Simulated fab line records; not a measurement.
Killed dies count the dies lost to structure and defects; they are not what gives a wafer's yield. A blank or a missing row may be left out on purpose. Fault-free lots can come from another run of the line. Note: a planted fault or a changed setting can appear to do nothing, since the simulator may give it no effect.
fab line records | flow sky130 | part 2 of 2: steps 26 to 36 of 36
record: lots: 5 wafers: 15 last-day: 49
route steps=708 shown SD_N@352 SD_P@359 RES_XHIGH@360 SALICIDE@361 LI_CONTACT@362 LOCAL_INTERCONNECT@387
lots that met no fault: from a run of the same line without faults
start-h: hours from the record's opening day to when the first of the lot's shown wafers began | wait-h: hours from the lot's prior step to this one | " as in the row above | L1.1+2: a single row standing in for several wafers | - value missing, or start not given | * or withheld: withheld | < > ~ a bound
route shown NAME@n: NAME is a module with steps in the file, n the number in the route of the first one | usual: average and standard deviation across the fault-free wafers | same: alike in all rows | chamber/n: place in a boat | sites: readings site by site | _std_site: the values' standard deviation | _edge_site: mean of outer sites minus mean of inner sites | radius-mm: how far each site lies from the wafer's centre | mask NAME#n: copy n | behind: tool/chamber where the wafer was last shaped | hold: why the lot went on hold/how many hours it stayed there/how the hold came to an end | device: transistor that didn't switch, given as n, p or np | end of line: the same wafers' tests at the end of the route | where a step has no rows: the recipe by itself | killed: the dies lost at the first sort to structure and to defects; this is not the yield of the wafer | map: the dies of a wafer, with x for killed, . for not killed, _ for no die there
set.NAME: the setting that was run; set.NAME@STEP: the one run at that earlier step | model.NAME: the simulator's own value behind a step, which no gauge read
lots seen at some steps along the route; tables by step, rows by wafer
services: from which hour (start-h, from the record's first day; less than 0 if before it) a tool's chamber was out of use, for how many hours, and why
== steps ==
step: SKY_LI_CONTACT_STRIP_16
recipe: chemistry: O2/N2 power-w: 1400 pressure-mtorr: 1500 platen-temp-c: withheld o2-flow-sccm: 3000 n2-flow-sccm: 300 overash-fraction: 0.5
usual: drypump-motor-current-A: 5.8/0.65 oes-product-au: 0.376/0.0046 strip-time-to-endpoint-s: 3.50/0.047
columns lot.wafer tool chamber start-h wait-h drypump-motor-current-A oes-product-au rf-hours-counter-h strip-time-to-endpoint-s
L076.3 plasma-asher-02 0 694.75 - 6.4 0.374 - 3.60
L076.4 " 1 " " 5.5 0.377 - 3.47
L076.5 " 0 " " 6.5 0.384 - 3.51
L086.2 plasma-asher-03 1 775.46 - 4.9 0.382 98 3.52
L086.5 " 1 " " 4.9 0.378 - 3.55
L086.6 " 0 " " 6.5 0.377 - 3.48
L088.1 plasma-asher-04 0 789.61 - 5.0 0.373 35 3.53
L088.2 " 1 " " 5.4 0.374 35 3.47
L088.4 " 1 " " 5.5 0.376 - 3.45
L089.1 plasma-asher-02 0 798.51 - 6.4 0.377 5 3.54
L089.2 " 1 " " 5.5 0.371 5 3.44
L089.3 " 1 " " 5.5 0.376 - 3.50
L093.1 plasma-asher-03 1 826.56 - 4.9 0.372 103 3.50
L093.4 " 0 " " 6.5 0.384 - 3.41
L093.6 " 0 " " 6.5 0.371 - 3.46
step: SKY_LI_CONTACT_CLEAN_17
recipe: chemistry: NMP time-s: 600 temp-c: 60 dry: n2-spin
columns lot.wafer tool chamber start-h wait-h
L076.3+4+5 wet-bench-03 0 694.82 0.0
L086.2+5+6 wet-bench-04 3 775.56 0.1
L088.1+2+4 wet-bench-04 3 789.71 0.1
L089.1+2+3 wet-bench-03 3 798.61 0.1
L093.1+4+6 wet-bench-04 3 826.66 0.1
step: SKY_LI_CONTACT_PRE_CLEAN_18
recipe: gas: Ar time-s: 5.6 bias-v: 358
columns lot.wafer tool chamber start-h wait-h
L076.3+4+5 pvd-sputter-01 - 694.99 0.0
L086.2+5+6 pvd-sputter-04 - 775.74 0.0
L088.1+2+4 pvd-sputter-01 - 789.88 0.0
L089.1+2+3 pvd-sputter-01 - 798.78 0.0
L093.1+4+6 pvd-sputter-02 - 826.85 0.0
step: SKY_LI_CONTACT_SPUTTER_19
recipe: material: Ti target-thk-nm: 20 chamber-pressure-pa: 4.826 power-w: 2500 substrate-temp-c: 200 time-s: 106.37
usual: throttle-valve-pct: 29.9/0.93
columns lot.wafer tool chamber start-h wait-h throttle-valve-pct
L076.3 pvd-sputter-01 - 695.01 0.0 30.7
L076.4 " - " " 29.1
L076.5 " - " " 29.3
L086.2 pvd-sputter-04 - 775.76 0.0 30.2
L086.5 " - " " 30.0
L086.6 " - " " 31.4
L088.1 pvd-sputter-01 - 789.90 0.0 29.6
L088.2 " - " " 29.3
L088.4 " - " " 30.9
L089.1 pvd-sputter-01 - 798.80 0.0 30.8
L089.2 " - " " 31.2
L089.3 " - " " 29.3
L093.1 pvd-sputter-02 - 826.87 0.0 30.1
L093.4 " - " " 27.6
L093.6 " - " " 27.4
step: SKY_LI_CONTACT_SPUTTER_20
recipe: material: TiN target-thk-nm: 20 chamber-pressure-pa: 5 power-w: 4000 time-s: 80
usual: throttle-valve-pct: 29.9/0.92
columns lot.wafer tool chamber start-h wait-h throttle-valve-pct
L076.3 pvd-sputter-01 - 695.09 0.0 30.7
L076.4 " - " " 29.1
L076.5 " - " " 29.2
L086.2 pvd-sputter-04 - 775.83 0.0 30.2
L086.5 " - " " 30.3
L086.6 " - " " 31.3
L088.1 pvd-sputter-01 - 789.98 0.0 29.4
L088.2 " - " " 29.1
L088.4 " - " " 30.9
L089.1 pvd-sputter-01 - 798.88 0.0 30.8
L089.2 " - " " 31.2
L089.3 " - " " 28.9
L093.1 pvd-sputter-02 - 826.95 0.0 30.5
L093.4 " - " " 27.8
L093.6 " - " " 27.4
step: SKY_LI_CONTACT_CVD_21
recipe: material: W target-thk-nm: 400 time-s: 120.56 temp-c: 400 pressure-torr: 40
usual: heater-power-w: 824/50
columns lot.wafer tool chamber start-h wait-h heater-power-w
L076.3 cvd-w-01 0 695.19 0.1 811
L076.4 " 1 " " 892
L076.5 " 0 " " 839
L086.2 cvd-w-02 1 775.93 0.1 778
L086.5 " 1 " " 772
L086.6 " 1 " " 771
L088.1 cvd-w-01 0 790.04 0.0 835
L088.2 " 1 " " 867
L088.4 " 1 " " 848
L089.1 cvd-w-01 1 798.94 0.0 884
L089.2 " 0 " " 849
L089.3 " 1 " " 867
L093.1 cvd-w-02 0 827.01 0.0 733
L093.4 " 1 " " 769
L093.6 " 0 " " 744
step: SKY_LI_CONTACT_RS_MEAS_22
recipe: thk-meas-gauge: four-point-probe reads: W_of_LI_CONTACT_CVD_21+TiN_of_LI_CONTACT_SPUTTER_20+Ti_of_LI_CONTACT_SPUTTER_19
usual: LI_CONTACT_W_RS: 0.286/0.0057
columns lot.wafer tool chamber start-h wait-h LI_CONTACT_W_RS[ohm/sq]
L076.3 film-metro-03 - 695.32 0.1 0.283
L076.4 " - " " 0.293
L076.5 " - " " 0.283
L086.2 film-metro-02 - 776.16 0.2 0.287
L086.5 " - " " 0.289
L086.6 " - " " 0.288
L088.1 film-metro-04 - 790.16 0.1 0.282
L088.2 " - " " 0.293
L088.4 " - " " 0.291
L089.1 film-metro-04 - 799.07 0.1 0.289
L089.2 " - " " 0.285
L089.3 " - " " 0.292
L093.1 film-metro-02 - 827.13 0.1 0.275
L093.4 " - " " 0.284
L093.6 " - " " 0.275
step: SKY_LI_CONTACT_THK_MEAS_23
recipe: thk-meas-gauge: xrf reads: W_of_LI_CONTACT_CVD_21
usual: LI_CONTACT_W_THK: 400/9.4
columns lot.wafer tool chamber start-h wait-h LI_CONTACT_W_THK[nm]
L076.3 film-metro-03 - 695.42 0.1 397
L076.4 " - " " 387
L076.5 " - " " 401
L086.2 film-metro-02 - 776.27 0.1 397
L086.5 " - " " 398
L086.6 " - " " 398
L088.1 film-metro-04 - 790.28 0.1 413
L088.2 " - " " 396
L088.4 " - " " 401
L089.1 film-metro-04 - 799.19 0.1 399
L089.2 " - " " 407
L089.3 " - " " 399
L093.1 film-metro-02 - 827.25 0.1 414
L093.4 " - " " 403
L093.6 " - " " 415
step: SKY_LI_CONTACT_CMP_24
recipe: stop-on: PSG t-overpolish-s: 20 down-force-psi: 3.5 platen-rpm: 60 target-thk-nm: 0 pad-velocity-m-s: 0.94248
usual: motor-current-A: 10.7/0.98 overpolish-run-s: 20.001/0.0094 retaining-ring-pressure-frac: 1.000/0.0045 time-to-endpoint-s: 96/5.3
columns lot.wafer tool chamber start-h wait-h motor-current-A overpolish-run-s retaining-ring-pressure-frac time-to-endpoint-s
L076.3 cmp-02 3 695.51 0.1 12.0 20.001 0.998 88
L076.4 " 1 " " 9.9 19.995 1.002 83
L076.5 " 3 " " 10.6 20.008 0.996 88
L086.2 cmp-02 3 776.42 0.1 12.4 19.987 0.992 89
L086.5 " 1 " " 10.0 20.017 1.006 88
L086.6 " 2 " " 9.5 19.983 1.009 96
L088.1 cmp-01 2 790.34 0.1 11.0 20.011 1.006 95
L088.4 " 3 " " 12.1 20.006 0.995 92
L088.2 " 1 " " 10.8 20.003 1.006 95
L089.3 cmp-01 2 799.30 0.1 11.1 20.014 0.999 93
L089.1 " 3 " " 11.7 20.005 1.009 96
L089.2 " 0 " " 10.2 20.000 1.004 102
L093.4 cmp-01 0 827.42 0.1 9.8 20.002 1.001 104
L093.1 " 1 " " 11.0 20.003 1.002 101
L093.6 " 2 " " 10.8 20.015 1.002 96
step: SKY_LOCAL_INTERCONNECT_SPUTTER_00
recipe: material: TiN target-thk-nm: 100 temp-c: 300 power-w: 6500 time-s: 83.3 chamber-pressure-pa: 0.4
usual: throttle-valve-pct: 30.2/0.91
columns lot.wafer tool chamber start-h wait-h throttle-valve-pct
L076.3 pvd-sputter-03 - 695.76 0.2 31.6
L076.4 " - " " 29.8
L076.5 " - " " 29.7
L086.2 pvd-sputter-02 - 776.62 0.1 29.3
L086.5 " - " " 28.0
L086.6 " - " " 30.1
L088.1 pvd-sputter-04 - 790.64 0.2 30.2
L088.2 " - " " 30.4
L088.4 " - " " 28.9
L089.1 pvd-sputter-03 - 799.55 0.1 29.9
L089.2 " - " " 29.5
L089.3 " - " " 31.7
L093.1 pvd-sputter-04 - 827.64 0.1 29.0
L093.4 " - " " 31.0
L093.6 " - " " 31.1
step: SKY_LOCAL_INTERCONNECT_RS_MEAS_01
recipe: thk-meas-gauge: four-point-probe reads: TiN_of_LOCAL_INTERCONNECT_SPUTTER_00
usual: LOCAL_INTERCONNECT_TIN_RS: 14.17/0.18
columns lot.wafer tool chamber start-h wait-h LOCAL_INTERCONNECT_TIN_RS[ohm/sq]
L076.3 film-metro-04 - 695.86 0.1 14.37
L076.4 " - " " 14.31
L076.5 " - " " 14.07
L086.2 film-metro-04 - 776.71 0.1 14.13
L086.5 " - " " 14.03
L086.6 " - " " 14.31
L088.1 film-metro-03 - 790.71 0.0 13.94
L088.2 " - " " 14.33
L088.4 " - " " 13.93
L089.1 film-metro-01 - 799.61 0.0 14.21
L089.2 " - " " 13.99
L089.3 " - " " 14.09
L093.1 film-metro-01 - 827.70 0.0 13.97
L093.4 " - " " 14.30
L093.6 " - " " 14.22
== services ==
columns tool chamber start-h hours kind
plasma-asher-02 - 642.09 20.1 pm
pvd-sputter-04 - 649.41 0.7 repair
hdpcvd-02 - 650.75 15.0 pm
cmp-01 - 657.18 1.1 repair
cmp-02 - 664.14 1.1 repair
cmp-02 - 667.13 3.5 repair
krf-scanner-02 - 681.95 1.3 pm
pvd-sputter-04 - 688.62 3.6 repair
plasma-asher-02 - 696.02 2.2 repair
krf-scanner-02 - 698.43 1.0 pm
pvd-sputter-02 - 703.61 2.1 repair
wet-bench-02 - 713.05 4.4 pm
cmp-01 - 713.13 1.0 repair
wet-bench-03 - 720.55 16.2 repair
plasma-asher-02 - 733.75 9.0 pm
pvd-sputter-01 - 744.19 2.5 repair
cmp-01 - 750.53 4.0 pm
krf-scanner-02 - 752.00 3.6 pm
cmp-01 - 766.76 1.3 repair
hdpcvd-02 - 786.48 2.8 pm
krf-scanner-02 - 789.41 0.8 pm
cmp-01 - 799.56 3.5 pm
cmp-01 - 810.60 0.6 repair
hdpcvd-02 - 825.25 5.5 pm
